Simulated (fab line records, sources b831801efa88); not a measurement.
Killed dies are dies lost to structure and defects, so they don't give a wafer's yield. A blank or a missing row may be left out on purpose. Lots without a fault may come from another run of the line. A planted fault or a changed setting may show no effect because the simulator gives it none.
fab line records | flow sky130
record lots=5 wafers=15 last_day=50
route steps=708 shown VIA4@649 METAL5@661 PAD_OPEN@708
lots that met no fault: from a run of the same line without faults
start_h: hours from the record's first day to the start of the lot's first wafer shown | wait_h: hours since the lot's step before | " the same as in the row above | L1.1+2: a row that stands for several wafers | - no value, or no start given | * or withheld: withheld | < > ~ a bound
route shown NAME@n: a module of which the file shows steps, and the number in the route of the first | usual: mean/standard deviation of fault-free wafers | same: alike in all rows | chamber/n: place in a boat | sites: the reading at each site | _std_site: their standard deviation | _edge_site: outer sites' mean less inner sites' | radius_mm: how far each site lies from the wafer's centre | mask NAME#n: copy n | behind: the tool/chamber that last shaped the wafer | hold: why the lot was held/for how many hours/how that ended | device: the transistor (n, p or np) that didn't switch | end of line: the same wafers' tests at the end of the route | a step without rows: its recipe alone | killed: dies lost to structure and defects at the first sort, not the wafer's yield | map: a wafer's dies, x killed, . not, _ none there
set.NAME: the setting as run; set.NAME@STEP: as run at that earlier step | model.NAME: the simulator's own value behind a step, which no gauge read
lots at some steps of the route; a table a step, a row a wafer
services: from which hour (start_h, from the record's first day; less than 0 if before it) a tool's chamber was out of use, for how many hours, and why
## steps
# step SKY_VIA4_DEVELOP_10
# recipe resist=NOVOLAK developer=TMAH develop_time_s=60 dev_temp_c=23
# step SKY_VIA4_OVL_MEAS_11
# usual VIA4_OVL=-0.1/1.2
# columns lot.wafer tool chamber start_h wait_h VIA4_OVL[nm]
L273.3 overlay-01 - 1014.86 0.1 -0.2
L273.5 " - " " 0.5
L273.6 " - " " -0.1
L276.2 overlay-02 - 1026.30 0.1 -1.4
L276.4 " - " " -1.4
L276.5 " - " " -0.2
L284.1 overlay-01 - 1109.40 0.1 1.5
L284.2 " - " " 1.2
L284.6 " - " " 0.0
L290.1 overlay-02 - 1130.03 0.1 -0.5
L290.4 " - " " -1.0
L290.6 " - " " -2.2
L294.1 overlay-01 - 1142.68 0.1 -2.4
L294.4 " - " " -2.0
L294.6 " - " " -1.7
# step SKY_VIA4_ETCH_12
# recipe target=SiO2 chemistry=C4F8/O2/Ar stop_on=TiN mask_material=NOVOLAK source_w=1500 bias_w=1200 pressure_mtorr=40 c4f8_flow_sccm=withheld O2_flow_sccm=6 Ar_flow_sccm=300 time_s=withheld target_depth_a=5800
# usual oes_product_au=0.925/0.0046
# columns lot.wafer tool chamber start_h wait_h oes_product_au
L273.3 rie_diel-04 2 1014.92 0.1 0.921
L273.5 " 3 " " 0.923
L273.6 " 2 " " 0.927
L276.2 rie_diel-04 3 1026.33 0.0 0.921
L276.4 " 2 " " 0.918
L276.5 " 0 " " 0.921
L284.1 rie_diel-03 2 1109.43 0.0 0.929
L284.2 " 0 " " 0.916
L284.6 " 0 " " 0.928
L290.1 rie_diel-04 1 1130.07 0.0 0.929
L290.4 " 0 " " 0.924
L290.6 " 1 " " 0.928
L294.1 rie_diel-04 0 1142.72 0.0 0.932
L294.4 " 3 " " 0.926
L294.6 " 0 " " 0.920
# step SKY_VIA4_STRIP_13
# recipe chemistry=O2/N2 power_w=1400 pressure_mtorr=1500 platen_temp_c=withheld o2_flow_sccm=3000 n2_flow_sccm=300 overash_fraction=0.5
# step SKY_VIA4_STRIP_14
# recipe chemistry=post_etch_residue_remover time_s=1200 temp_c=72.5
# step SKY_VIA4_CLEAN_15
# recipe chemistry=IPA time_s=180 temp_c=25
# step SKY_VIA4_CLEAN_16
# recipe chemistry=O3/DIW dry=n2_spin
# step SKY_VIA4_SPUTTER_17
# recipe material=TiN target_thk_nm=20 chamber_pressure_pa=5 power_w=4000 time_s=80
# usual throttle_valve_pct=30.1/0.95
# columns lot.wafer tool chamber start_h wait_h throttle_valve_pct
L273.3 pvd_sputter-04 - 1015.59 0.0 31.2
L273.5 " - " " 30.9
L273.6 " - " " 30.5
L276.2 pvd_sputter-02 - 1027.07 0.0 31.0
L276.4 " - " " 30.2
L276.5 " - " " 31.0
L284.1 pvd_sputter-03 - 1110.14 0.0 29.8
L284.2 " - " " 31.0
L284.6 " - " " 29.0
L290.1 pvd_sputter-04 - 1130.73 0.0 30.3
L290.4 " - " " 30.9
L290.6 " - " " 30.6
L294.1 pvd_sputter-04 - 1143.38 0.0 30.8
L294.4 " - " " 31.2
L294.6 " - " " 30.5
# step SKY_VIA4_CVD_18
# recipe material=W target_thk_nm=505 time_s=152.14 temp_c=400 pressure_torr=40
# usual heater_power_w=815/75
# columns lot.wafer tool chamber start_h wait_h heater_power_w
L273.3 cvd_w-02 0 1015.70 0.1 775
L273.5 " 1 " " 767
L273.6 " 0 " " 773
L276.2 cvd_w-02 0 1027.13 0.0 787
L276.4 " 0 " " 779
L276.5 " 1 " " 772
L284.1 cvd_w-02 1 1110.20 0.0 764
L284.2 " 0 " " 780
L284.6 " 1 " " 766
L290.1 cvd_w-01 1 1130.80 0.0 930
L290.4 " 1 " " 922
L290.6 " 0 " " 754
L294.1 cvd_w-02 0 1143.45 0.0 799
L294.4 " 0 " " 791
L294.6 " 0 " " 803
# step SKY_VIA4_RS_MEAS_19
# recipe thk_meas_gauge=four-point-probe reads=W_of_VIA4_CVD_18+TiN_of_VIA4_SPUTTER_17
# usual VIA4_W_RS=0.2263/0.0026
# columns lot.wafer tool chamber start_h wait_h VIA4_W_RS[ohm/sq]
L273.3 film_metro-04 - 1015.88 0.1 0.2288
L273.5 " - " " 0.2255
L273.6 " - " " 0.2283
L276.2 film_metro-01 - 1027.30 0.1 0.2315
L276.4 " - " " 0.2286
L276.5 " - " " 0.2279
L284.1 film_metro-03 - 1110.35 0.1 0.2251
L284.2 " - " " 0.2275
L284.6 " - " " 0.2250
L290.1 film_metro-04 - 1130.95 0.1 0.2303
L290.4 " - " " 0.2271
L290.6 " - " " 0.2262
L294.1 film_metro-03 - 1143.75 0.3 0.2252
L294.4 " - " " 0.2270
L294.6 " - " " 0.2304
# step SKY_VIA4_THK_MEAS_20
# recipe thk_meas_gauge=xrf reads=W_of_VIA4_CVD_18
# usual VIA4_W_THK=515/7.8
# columns lot.wafer tool chamber start_h wait_h VIA4_W_THK[nm]
L273.3 film_metro-04 - 1015.98 0.1 506
L273.5 " - " " 513
L273.6 " - " " 506
L276.2 film_metro-01 - 1027.41 0.1 500
L276.4 " - " " 506
L276.5 " - " " 507
L284.1 film_metro-03 - 1110.47 0.1 524
L284.2 " - " " 520
L284.6 " - " " 521
L290.1 film_metro-04 - 1131.07 0.1 502
L290.4 " - " " 510
L290.6 " - " " 510
L294.1 film_metro-03 - 1143.87 0.1 521
L294.4 " - " " 519
L294.6 " - " " 509
# step SKY_VIA4_CMP_21
# recipe stop_on=SiO2 t_overpolish_s=25 down_force_psi=3.5 platen_rpm=60 target_thk_nm=0 pad_velocity_m_s=0.94248
# usual motor_current_A=11.2/0.89 overpolish_run_s=25.000/0.0091 retaining_ring_pressure_frac=0.999/0.0049 slurry_filter_dp_kPa=13.50/0.12 time_to_endpoint_s=123/3.5
# columns lot.wafer tool chamber start_h wait_h motor_current_A overpolish_run_s retaining_ring_pressure_frac slurry_filter_dp_kPa time_to_endpoint_s
L273.3 cmp-01 1 1016.17 0.2 11.2 25.004 1.001 13.69 118
L273.5 " 2 " " 11.6 25.015 0.999 13.56 124
L273.6 " 3 " " 11.2 24.984 0.996 13.45 121
L276.4 cmp-02 1 1027.51 0.1 9.4 25.011 1.003 13.46 118
L276.2 " 3 " " 11.5 25.005 0.995 13.47 118
L276.5 " 1 " " 9.2 25.007 1.005 13.52 118
L284.2 cmp-02 0 1110.53 0.0 12.5 24.994 0.997 13.70 129
L284.1 " 1 " " 9.0 24.998 1.000 13.73 124
L284.6 " 1 " " 9.2 25.004 1.005 13.69 126
L290.4 cmp-02 1 1131.13 0.0 8.8 24.997 1.005 13.58 121
L290.1 " 0 " " 12.6 24.988 1.003 13.51 129
L290.6 " 2 " " 12.5 24.992 1.000 13.27 124
L294.4 cmp-01 2 1143.93 0.0 11.0 24.995 1.003 13.62 125
L294.1 " 3 " " 11.4 25.009 1.008 13.18 120
L294.6 " 3 " " 10.8 25.012 0.998 13.41 122
# step SKY_METAL5_SPUTTER_00
# recipe material=Ti target_thk_nm=15 power_w=3000 time_s=10 chamber_pressure_pa=0.4
# usual throttle_valve_pct=30.2/0.79
# columns lot.wafer tool chamber start_h wait_h throttle_valve_pct model.Ti_of_METAL5_SPUTTER_00.thk_nm
L273.3 pvd_sputter-02 - 1016.32 0.1 31.0 14.81
L273.5 " - " " 30.9 14.88
L273.6 " - " " 29.0 14.86
L276.2 pvd_sputter-04 - 1027.76 0.1 31.1 14.71
L276.4 " - " " 31.3 14.97
L276.5 " - " " 30.5 14.84
L284.1 pvd_sputter-02 - 1110.83 0.2 30.1 16.38
L284.2 " - " " 30.9 14.92
L284.6 " - " " 31.1 15.02
L290.1 pvd_sputter-01 - 1131.43 0.1 30.6 14.86
L290.4 " - " " 29.7 15.04
L290.6 " - " " 28.9 14.73
L294.1 pvd_sputter-01 - 1144.23 0.2 30.2 14.81
L294.4 " - " " 30.3 14.87
L294.6 " - " " 29.8 15.06
# step SKY_METAL5_SPUTTER_01
# recipe material=TiN target_thk_nm=20 power_w=6500 time_s=16.15 chamber_pressure_pa=0.4
# usual throttle_valve_pct=30.2/0.8
# columns lot.wafer tool chamber start_h wait_h throttle_valve_pct
L273.3 pvd_sputter-02 - 1016.34 0.0 31.0
L273.5 " - " " 31.2
L273.6 " - " " 28.9
L276.2 pvd_sputter-04 - 1027.78 0.0 31.3
L276.4 " - " " 31.4
L276.5 " - " " 30.6
L284.1 pvd_sputter-02 - 1110.86 0.0 30.1
L284.2 " - " " 30.7
L284.6 " - " " 30.9
L290.1 pvd_sputter-01 - 1131.45 0.0 30.5
L290.4 " - " " 29.5
L290.6 " - " " 28.9
L294.1 pvd_sputter-01 - 1144.25 0.0 30.7
L294.4 " - " " 30.7
L294.6 " - " " 29.8
# step SKY_PAD_OPEN_PROBE_99
# usual defect_limited_yield=82.1/1.8 killed_at_M0_to_M3=44/6.2 killed_at_M4_up=3.3/1.8 killed_at_contacts=25/5.8 killed_at_front_end=15/4 killed_at_other=0.3/0.49 killed_dies=88/8.8 killed_open=48/6.5 killed_short=39/6.3 sort_bin_3_pad_short=0.9/0.41 sort_bin_5_function=10.6/1.4 sort_bin_6_memory=6.4/1.1 sort_n_pass=404/8.8 sort_yield_pct=82.1/1.8
# same gross_dies=492 killed_at_back_side=0 sort_bin_4_leakage[%]=0 sort_bin_8_speed[%]=0
# columns lot.wafer tool chamber start_h wait_h defect_limited_yield[%] killed_at_M0_to_M3 killed_at_M4_up killed_at_contacts killed_at_front_end killed_at_other killed_dies killed_open killed_short sort_bin_3_pad_short[%] sort_bin_5_function[%] sort_bin_6_memory[%] sort_n_pass sort_yield_pct[%]
L273.3 prober-01 - 1085.71 0.2 83.7 36 3 26 15 0 80 44 36 0.2 9.3 6.7 412 83.7
L273.5 prober-01 - 1085.81 0.2 82.9 40 1 30 13 0 84 54 29 1.0 10.6 5.5 408 82.9
L273.6 prober-01 - 1085.86 0.2 82.7 43 0 16 26 0 85 48 37 0.4 10.4 6.5 407 82.7
L276.2 prober-01 - 1096.95 0.1 82.1 50 3 19 16 0 88 41 47 1.4 8.9 7.5 404 82.1
L276.4 prober-01 - 1097.05 0.2 87.4 28 4 18 10 2 62 40 22 0.4 8.5 3.7 430 87.4
L276.5 prober-01 - 1097.10 0.2 82.7 45 5 24 11 0 85 46 39 0.2 11.4 5.7 407 82.7
L294.1 prober-01 - 1201.57 0.1 84.3 34 3 24 16 0 77 37 39 0.4 9.8 5.5 415 84.3
L294.4 prober-01 - 1201.72 0.2 81.3 40 3 30 19 0 92 47 43 0.6 10.8 7.3 400 81.3
L294.6 prober-01 - 1201.82 0.2 78.9 51 5 30 17 1 104 52 50 1.4 12.6 7.1 388 78.9
# killed by level:class
L273.3 CONTACT:geometric_particle:open=12 VIA3:geometric_particle:open=7 METAL2:geometric_particle:short=6 CONTACT:geometric_particle:short=5 VIA1:geometric_particle:open=5 FIELD_ISO:geometric_particle:short=4 LI_CONTACT:geometric_particle:open=4 POLY_GATE:geometric_particle:open=3
L273.5 CONTACT:geometric_particle:open=10 VIA2:geometric_particle:open=9 VIA3:geometric_particle:open=9 LI_CONTACT:geometric_particle:open=8 VIA1:geometric_particle:open=5 LOCAL_INTERCONNECT:geometric_particle:short=5 VIA1:geometric_particle:short=4 VIA3:geometric_particle:short=4
L273.6 VIA1:geometric_particle:open=10 POLY_GATE:geometric_particle:open=8 VIA2:geometric_particle:open=8 VIA1:geometric_particle:short=7 VIA3:geometric_particle:open=7 POLY_GATE:geometric_particle:short=6 LOCAL_INTERCONNECT:geometric_particle:short=5 FIELD_ISO:geometric_particle:open=4
L276.2 VIA2:geometric_particle:open=10 METAL2:geometric_particle:short=9 CONTACT:geometric_particle:open=7 VIA1:geometric_particle:short=7 FIELD_ISO:geometric_particle:short=6 LI_CONTACT:geometric_particle:open=6 METAL1:geometric_particle:short=6 POLY_GATE:geometric_particle:short=4
L276.4 CONTACT:geometric_particle:open=7 VIA1:geometric_particle:open=7 VIA3:geometric_particle:open=6 LI_CONTACT:geometric_particle:open=6 VIA2:geometric_particle:open=4 METAL4:geometric_particle:short=3 SONOS_ONO:geometric_particle:open=2 POLY_GATE:geometric_particle:short=2
L276.5 VIA2:geometric_particle:open=14 LI_CONTACT:geometric_particle:open=7 CONTACT:geometric_particle:short=7 METAL2:geometric_particle:short=7 VIA1:geometric_particle:open=5 CONTACT:geometric_particle:open=4 METAL4:geometric_particle:short=4 POLY_GATE:geometric_particle:open=3
L294.1 LI_CONTACT:geometric_particle:open=9 CONTACT:geometric_particle:open=6 VIA2:geometric_particle:open=6 METAL2:geometric_particle:short=5 VIA1:geometric_particle:short=5 POLY_GATE:geometric_particle:open=4 FIELD_ISO:geometric_particle:short=4 LOCAL_INTERCONNECT:geometric_particle:short=4
L294.4 CONTACT:geometric_particle:open=11 VIA1:geometric_particle:open=10 LI_CONTACT:geometric_particle:open=9 VIA1:geometric_particle:short=8 METAL2:geometric_particle:short=7 CONTACT:geometric_particle:short=6 FIELD_ISO:geometric_particle:open=5 FIELD_ISO:geometric_particle:short=4
L294.6 VIA1:geometric_particle:open=12 CONTACT:geometric_particle:open=11 LOCAL_INTERCONNECT:geometric_particle:short=7 METAL2:geometric_particle:short=7 VIA2:geometric_particle:open=7 LI_CONTACT:geometric_particle:open=6 VIA3:geometric_particle:short=6 FIELD_ISO:geometric_particle:short=5
## services
# columns tool chamber start_h hours kind
rie_diel-03 3 991.82 21.3 repair
rie_diel-03 2 993.41 4.7 repair
pvd_sputter-04 - 999.38 3.8 repair
rie_diel-04 2 1004.03 2.5 repair
cmp-01 - 1008.04 2.3 repair
rie_diel-04 1 1012.61 4.4 repair
cmp-01 - 1014.07 1.4 repair
pvd_sputter-03 - 1016.93 3.4 repair
cvd_w-02 - 1018.47 6.9 pm
cmp-02 - 1024.94 0.8 repair
pvd_sputter-02 - 1042.24 1.9 repair
cmp-01 - 1042.95 0.6 repair
cmp-02 - 1046.24 1.1 repair
rie_diel-04 2 1046.80 6.5 repair
cmp-02 - 1062.78 1.8 repair
pvd_sputter-02 - 1064.61 13.9 repair
cvd_w-02 0 1069.25 2.2 repair
cmp-02 - 1070.35 1.3 repair
cmp-02 - 1075.74 9.2 repair
cmp-02 - 1083.93 1.8 repair
cmp-01 - 1084.20 4.0 pm
pvd_sputter-02 - 1093.81 3.1 repair
rie_diel-04 - 1102.79 0.8 repair
cvd_w-02 1 1143.22 2.3 repair
## key
first_sign none at tools or gauges
model_effect step=SKY_METAL5_SPUTTER_00 value=Ti_of_METAL5_SPUTTER_00.thk_nm without=14.93 struck=16.38
met_at SKY_METAL5_SPUTTER_00
struck_wafers L284.1
fault kind=process_parameter_drift tool=pvd_sputter-02 chamber=- onset_h=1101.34 steps=SKY_METAL5_SPUTTER_00 channel=time_s offset=* shape=step end_h=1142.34 acts_in=* stated=* scope=struck_wafers_only
